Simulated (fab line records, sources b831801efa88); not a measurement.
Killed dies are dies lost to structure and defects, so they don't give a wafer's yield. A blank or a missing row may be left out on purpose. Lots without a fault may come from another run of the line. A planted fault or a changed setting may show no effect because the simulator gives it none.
Which tool did it? | flow gf180mcu | 6 lots, 18 wafers sampled, at 2 steps of a route of 602

WHAT THE GAUGES READ, wafer by wafer
GF_MVPSD_OVL_MEAS_07.
lot  | measured     | on         | MVPSD_OVL (nm)
L561 | day 5 08:07  | overlay-02 | -2.3 -1.5 -0.5
L563 | day 5 19:11  | overlay-01 | 0.7 1.4 -0.9
L567 | day 6 23:52  | overlay-01 | 0.0 -1.6 -1.0
L570 | day 7 16:30  | overlay-01 | -1.2 -1.1 0.2
L574 | day 8 14:47  | overlay-01 | -0.8 -2.6 -3.4
L580 | day 10 00:31 | overlay-01 | -2.9 -2.0 -1.8

WHICH TOOL RAN EACH LOT (tool, then ch and the chambers of the sampled wafers, then the start)
lot  | GF_MVPSD_EXPOSE_04
L561 | iline_stepper-01 ch 0, day 5 01:14
L563 | iline_stepper-02 ch 0, day 5 11:53
L567 | iline_stepper-02 ch 0, day 6 16:38
L570 | iline_stepper-02 ch 0, day 7 08:52
L574 | iline_stepper-01 ch 0, day 8 07:13
L580 | iline_stepper-01 ch 0, day 9 16:19
- GF_MVPSD_EXPOSE_04: exposes mask MVPSD, target cd 1000 nm.

THE ANSWER, worked out from the rows above alone
Rule: what is usual is taken from the lots themselves. Put in order of their means at a reading, lots are off if they are a third of the lots or fewer, leave a main group of 4 or more, and stand apart from it by a gap of 3 or more times the standard deviation of the main group's means; of several such gaps the widest counts. A main group whose means are all the same, to the digits that the tables above print for the reading, isn't used. A lot without any number at a reading at which 4 lots or more have one is off too. The other lots that the step has rows for count as sound.
No lot is off at any reading shown: from this, nothing can be told.

WHAT THE SIMULATOR HAD PUT IN
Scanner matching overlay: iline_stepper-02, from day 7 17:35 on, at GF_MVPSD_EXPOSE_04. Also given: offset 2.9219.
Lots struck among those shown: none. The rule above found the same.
